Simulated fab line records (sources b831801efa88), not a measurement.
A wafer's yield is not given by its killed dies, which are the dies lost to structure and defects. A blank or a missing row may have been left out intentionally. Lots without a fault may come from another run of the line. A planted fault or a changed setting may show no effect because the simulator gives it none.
Which of the tools did it? || flow gf180mcu || 13 lots with 39 wafers sampled at 4 steps, on a route of 602 steps

== WHAT EACH GAUGE READ, for each wafer ==
GF_V5_RS_MEAS_24: measurement is done with a four-point probe. Usual: for V5_W_RS the level is 0.327 ohm/sq and the standard deviation is 0.0036.
{"lot": "L790", "measured": "day 27 11:01", "on": "film_metro-04", "V5_W_RS (ohm/sq)": "0.325 0.322 0.330", "flag": ""}
{"lot": "L791", "measured": "day 27 23:20", "on": "film_metro-02", "V5_W_RS (ohm/sq)": "0.326 0.327 0.332", "flag": ""}
{"lot": "L794", "measured": "day 28 22:05", "on": "film_metro-02", "V5_W_RS (ohm/sq)": "0.331 0.324 0.330", "flag": ""}
{"lot": "L795", "measured": "day 29 00:53", "on": "film_metro-02", "V5_W_RS (ohm/sq)": "0.330 0.326 0.330", "flag": ""}
{"lot": "L796", "measured": "day 29 08:47", "on": "film_metro-04", "V5_W_RS (ohm/sq)": "0.329 0.328 0.328", "flag": ""}
{"lot": "L797", "measured": "day 29 21:18", "on": "film_metro-02", "V5_W_RS (ohm/sq)": "0.323 0.326 0.328", "flag": ""}
{"lot": "L799", "measured": "day 30 07:53", "on": "film_metro-04", "V5_W_RS (ohm/sq)": "0.332 0.330 0.334", "flag": ""}
{"lot": "L800", "measured": "day 30 16:15", "on": "film_metro-04", "V5_W_RS (ohm/sq)": "0.327 0.329 0.325", "flag": ""}
{"lot": "L802", "measured": "day 31 04:10", "on": "film_metro-02", "V5_W_RS (ohm/sq)": "0.328 0.330 0.333", "flag": ""}
{"lot": "L805", "measured": "day 31 21:50", "on": "film_metro-01", "V5_W_RS (ohm/sq)": "0.325 0.325 0.323", "flag": ""}
{"lot": "L808", "measured": "day 32 15:43", "on": "film_metro-04", "V5_W_RS (ohm/sq)": "0.331 0.330 0.331", "flag": ""}
{"lot": "L809", "measured": "day 32 21:45", "on": "film_metro-01", "V5_W_RS (ohm/sq)": "0.327 0.325 0.321", "flag": ""}
{"lot": "L810", "measured": "day 33 01:52", "on": "film_metro-04", "V5_W_RS (ohm/sq)": "0.331 0.329 0.327", "flag": ""}

GF_PASSIVATION_THK_MEAS_01. Usual: for PASSIVATION_CVD_00_THK the level is 998 nm and the standard deviation is 13.
{"lot": "L790", "measured": "day 28 08:35", "on": "film_metro-02", "PASSIVATION_CVD_00_THK (nm)": "990 1005 1006", "flag": ""}
{"lot": "L791", "measured": "day 28 20:53", "on": "film_metro-03", "PASSIVATION_CVD_00_THK (nm)": "1002 1022 1022", "flag": ""}
{"lot": "L794", "measured": "day 29 18:14", "on": "film_metro-03", "PASSIVATION_CVD_00_THK (nm)": "980 996 1006", "flag": ""}
{"lot": "L795", "measured": "day 29 21:27", "on": "film_metro-02", "PASSIVATION_CVD_00_THK (nm)": "987 989 1013", "flag": ""}
{"lot": "L796", "measured": "day 30 05:33", "on": "film_metro-02", "PASSIVATION_CVD_00_THK (nm)": "999 994 1004", "flag": ""}
{"lot": "L797", "measured": "day 30 17:24", "on": "film_metro-02", "PASSIVATION_CVD_00_THK (nm)": "975 998 1011", "flag": ""}
{"lot": "L799", "measured": "day 31 03:24", "on": "film_metro-01", "PASSIVATION_CVD_00_THK (nm)": "995 998 1005", "flag": ""}
{"lot": "L800", "measured": "day 31 11:03", "on": "film_metro-03", "PASSIVATION_CVD_00_THK (nm)": "983 982 1002", "flag": ""}
{"lot": "L802", "measured": "day 31 22:56", "on": "film_metro-02", "PASSIVATION_CVD_00_THK (nm)": "1015 996 1033", "flag": ""}
{"lot": "L805", "measured": "day 32 17:31", "on": "film_metro-02", "PASSIVATION_CVD_00_THK (nm)": "993 1008 1004", "flag": ""}
{"lot": "L808", "measured": "day 33 09:05", "on": "film_metro-02", "PASSIVATION_CVD_00_THK (nm)": "987 991 996", "flag": ""}
{"lot": "L809", "measured": "day 33 14:52", "on": "film_metro-01", "PASSIVATION_CVD_00_THK (nm)": "985 1021 1006", "flag": ""}
{"lot": "L810", "measured": "day 33 19:08", "on": "film_metro-02", "PASSIVATION_CVD_00_THK (nm)": "985 1005 999", "flag": ""}

== TOOL THAT RAN EACH LOT (tool first, then ch and the chambers of the sampled wafers, then the start) ==
{"lot": "L790", "GF_M4_SPUTTER_04": "pvd_sputter-03, day 22 17:47", "GF_V5_STRIP_18": "plasma_asher-02 ch 0,1, day 27 10:14"}
{"lot": "L791", "GF_M4_SPUTTER_04": "pvd_sputter-02, day 23 06:10", "GF_V5_STRIP_18": "plasma_asher-03 ch 0,1, day 27 22:34"}
{"lot": "L794", "GF_M4_SPUTTER_04": "pvd_sputter-03, day 24 08:47", "GF_V5_STRIP_18": "plasma_asher-03 ch 0,1, day 28 21:20"}
{"lot": "L795", "GF_M4_SPUTTER_04": "pvd_sputter-02, day 24 13:17", "GF_V5_STRIP_18": "plasma_asher-01 ch 0,1, day 29 00:08"}
{"lot": "L796", "GF_M4_SPUTTER_04": "pvd_sputter-03, day 24 21:41", "GF_V5_STRIP_18": "plasma_asher-03 ch 0,1, day 29 07:59"}
{"lot": "L797", "GF_M4_SPUTTER_04": "pvd_sputter-02, day 25 10:44", "GF_V5_STRIP_18": "plasma_asher-03 ch 0,1, day 29 20:28"}
{"lot": "L799", "GF_M4_SPUTTER_04": "pvd_sputter-02, day 25 23:52", "GF_V5_STRIP_18": "plasma_asher-02 ch 0,1, day 30 07:05"}
{"lot": "L800", "GF_M4_SPUTTER_04": "pvd_sputter-02, day 26 09:43", "GF_V5_STRIP_18": "plasma_asher-03 ch 0,1, day 30 15:29"}
{"lot": "L802", "GF_M4_SPUTTER_04": "pvd_sputter-02, day 26 22:56", "GF_V5_STRIP_18": "plasma_asher-02 ch 0,1, day 31 03:26"}
{"lot": "L805", "GF_M4_SPUTTER_04": "pvd_sputter-03, day 27 19:19", "GF_V5_STRIP_18": "plasma_asher-03 ch 1, day 31 21:06"}
{"lot": "L808", "GF_M4_SPUTTER_04": "pvd_sputter-02, day 28 14:52", "GF_V5_STRIP_18": "plasma_asher-01 ch 0,1, day 32 14:54"}
{"lot": "L809", "GF_M4_SPUTTER_04": "pvd_sputter-02, day 29 00:12", "GF_V5_STRIP_18": "plasma_asher-03 ch 0,1, day 32 20:59"}
{"lot": "L810", "GF_M4_SPUTTER_04": "pvd_sputter-02, day 29 05:28", "GF_V5_STRIP_18": "plasma_asher-02 ch 0,1, day 33 01:07"}
- GF_M4_SPUTTER_04: material TiN, target thk 50 nm, time 41.7 s.
- GF_V5_STRIP_18: strips in O2/N2.

== WHAT THE TOOLS THEMSELVES READ (means of the sampled wafers that have a number; where no wafer has one, the mark that the record gives instead) ==
GF_M4_SPUTTER_04. Usual: cathode_dc_power_W 6499.8 W, standard deviation 1.2; throttle_valve_pct 29.9 %, standard deviation 0.92.
{"lot": "L790", "tool": "pvd_sputter-03", "cathode_dc_power_W (W)": 6499.5, "throttle_valve_pct (%)": 29.8, "flag": ""}
{"lot": "L791", "tool": "pvd_sputter-02", "cathode_dc_power_W (W)": 6500.6, "throttle_valve_pct (%)": 29.0, "flag": ""}
{"lot": "L794", "tool": "pvd_sputter-03", "cathode_dc_power_W (W)": 6500.8, "throttle_valve_pct (%)": 29.5, "flag": ""}
{"lot": "L795", "tool": "pvd_sputter-02", "cathode_dc_power_W (W)": 6500.9, "throttle_valve_pct (%)": 30.0, "flag": ""}
{"lot": "L796", "tool": "pvd_sputter-03", "cathode_dc_power_W (W)": 6500.2, "throttle_valve_pct (%)": 30.2, "flag": ""}
{"lot": "L797", "tool": "pvd_sputter-02", "cathode_dc_power_W (W)": 6498.9, "throttle_valve_pct (%)": 29.8, "flag": ""}
{"lot": "L799", "tool": "pvd_sputter-02", "cathode_dc_power_W (W)": 6500.1, "throttle_valve_pct (%)": 30.6, "flag": ""}
{"lot": "L800", "tool": "pvd_sputter-02", "cathode_dc_power_W (W)": 6498.6, "throttle_valve_pct (%)": 28.9, "flag": ""}
{"lot": "L802", "tool": "pvd_sputter-02", "cathode_dc_power_W (W)": 6499.2, "throttle_valve_pct (%)": 29.2, "flag": ""}
{"lot": "L805", "tool": "pvd_sputter-03", "cathode_dc_power_W (W)": 6500.0, "throttle_valve_pct (%)": 29.9, "flag": ""}
{"lot": "L808", "tool": "pvd_sputter-02", "cathode_dc_power_W (W)": 6500.5, "throttle_valve_pct (%)": 29.8, "flag": ""}
{"lot": "L809", "tool": "pvd_sputter-02", "cathode_dc_power_W (W)": 6498.9, "throttle_valve_pct (%)": 30.1, "flag": ""}
{"lot": "L810", "tool": "pvd_sputter-02", "cathode_dc_power_W (W)": 6499.8, "throttle_valve_pct (%)": 28.8, "flag": ""}

GF_V5_STRIP_18. Usual: drypump_motor_current_A 6.0 A, standard deviation 0.34; heater_power_w 337 W, standard deviation 36; oes_product_au 0.569 a.u., standard deviation 0.0047.
{"lot": "L790", "tool": "plasma_asher-02", "drypump_motor_current_A (A)": 5.9, "heater_power_w (W)": 343, "oes_product_au (a.u.)": 0.571, "flag": ""}
{"lot": "L791", "tool": "plasma_asher-03", "drypump_motor_current_A (A)": 5.9, "heater_power_w (W)": 323, "oes_product_au (a.u.)": 0.571, "flag": ""}
{"lot": "L794", "tool": "plasma_asher-03", "drypump_motor_current_A (A)": 5.9, "heater_power_w (W)": 323, "oes_product_au (a.u.)": 0.566, "flag": ""}
{"lot": "L795", "tool": "plasma_asher-01", "drypump_motor_current_A (A)": 6.1, "heater_power_w (W)": 386, "oes_product_au (a.u.)": 0.573, "flag": ""}
{"lot": "L796", "tool": "plasma_asher-03", "drypump_motor_current_A (A)": 6.1, "heater_power_w (W)": 339, "oes_product_au (a.u.)": 0.569, "flag": ""}
{"lot": "L797", "tool": "plasma_asher-03", "drypump_motor_current_A (A)": 5.9, "heater_power_w (W)": 320, "oes_product_au (a.u.)": 0.567, "flag": ""}
{"lot": "L799", "tool": "plasma_asher-02", "drypump_motor_current_A (A)": 5.7, "heater_power_w (W)": 325, "oes_product_au (a.u.)": 0.568, "flag": ""}
{"lot": "L800", "tool": "plasma_asher-03", "drypump_motor_current_A (A)": 6.1, "heater_power_w (W)": 338, "oes_product_au (a.u.)": 0.563, "flag": ""}
{"lot": "L802", "tool": "plasma_asher-02", "drypump_motor_current_A (A)": 5.9, "heater_power_w (W)": 338, "oes_product_au (a.u.)": 0.573, "flag": ""}
{"lot": "L805", "tool": "plasma_asher-03", "drypump_motor_current_A (A)": 5.6, "heater_power_w (W)": 303, "oes_product_au (a.u.)": 0.568, "flag": ""}
{"lot": "L808", "tool": "plasma_asher-01", "drypump_motor_current_A (A)": 6.2, "heater_power_w (W)": 388, "oes_product_au (a.u.)": 0.574, "flag": ""}
{"lot": "L809", "tool": "plasma_asher-03", "drypump_motor_current_A (A)": 6.1, "heater_power_w (W)": 339, "oes_product_au (a.u.)": 0.574, "flag": ""}
{"lot": "L810", "tool": "plasma_asher-02", "drypump_motor_current_A (A)": 5.9, "heater_power_w (W)": 337, "oes_product_au (a.u.)": 0.570, "flag": ""}

== THE ANSWER, worked out from the rows above alone ==
Rule: lot off if the mean of its wafers having a number is beyond 3 standard deviations from the usual mean. A lot without any number at a reading at which 4 lots or more have one is off too. The other lots that the step has rows for count as sound. Order of review: gauges by route order, followed by the tools' own readings, for which a lot's mean as printed above is used. The first step at which some lot is off is used, and at that step the reading that is off furthest; a lot without a number counts as furthest.
Nothing can be told from this: no lot is off at any reading shown.

== WHAT THE SIMULATOR HAD INSERTED ==
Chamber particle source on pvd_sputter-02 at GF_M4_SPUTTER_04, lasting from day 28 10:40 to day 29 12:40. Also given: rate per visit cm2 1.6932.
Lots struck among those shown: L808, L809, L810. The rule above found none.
